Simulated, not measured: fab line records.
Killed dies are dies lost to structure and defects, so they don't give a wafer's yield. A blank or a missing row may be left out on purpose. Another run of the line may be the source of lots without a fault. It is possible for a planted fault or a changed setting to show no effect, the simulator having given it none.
Matching of chambers + flow gf180mcu + rieSi-02 running GF_STI_ETCH_14: 4 sister chambers
The step etches Si in HBr/Cl2/O2, target depth 360 nm, time 102.9 s. 4 wafers are shown with their chamber, then 8 later ones without.

EACH WAFER AND ITS CHAMBER
| wafer  | chamber | drypumpMotorCurrentA (A) |
|--------|---------|--------------------------|
| L196.1 | 2       | 6.4                      |
| L209.1 | 3       | 5.1                      |
| L209.6 | 1       | 5.7                      |
| L211.1 | 0       | 5.9                      |

WAFERS WHOSE CHAMBER IS MISSING
| wafer  | drypumpMotorCurrentA (A) |
|--------|--------------------------|
| L211.2 | 5.1                      |
| L211.4 | 5.6                      |
| L213.3 | 6.4                      |
| L213.4 | 5.9                      |
| L213.6 | 5.6                      |
| L217.3 | 5.1                      |
| L217.4 | 5.6                      |
| L217.5 | 5.6                      |

CHAMBER TAKEN BY EACH
| wafer  | from the rows above | in truth |
|--------|---------------------|----------|
| L211.2 | 3                   | 3        |
| L211.4 | 1                   | 1        |
| L213.3 | 2                   | 2        |
| L213.4 | 0                   | 0        |
| L213.6 | 1                   | 1        |
| L217.3 | 3                   | 3        |
| L217.4 | 1                   | 1        |
| L217.5 | 1                   | 1        |
8 of 8 placed correctly. Can't be placed from these rows: 0. Placed wrongly: 0.
How it was worked out, from the rows above alone: a wafer's distance from a chamber is the root of the sum, over the readings, of the square of ((its reading less the chamber's mean) divided by the reading's scatter). The wafer belongs to the nearest chamber; if the next one is less than 2 further off, it can't be placed. Each chamber's mean is taken over the wafers shown for it. The scatter: with one shown wafer a chamber, the root of the mean of the squares of how far each hidden wafer lies from its nearest shown one.
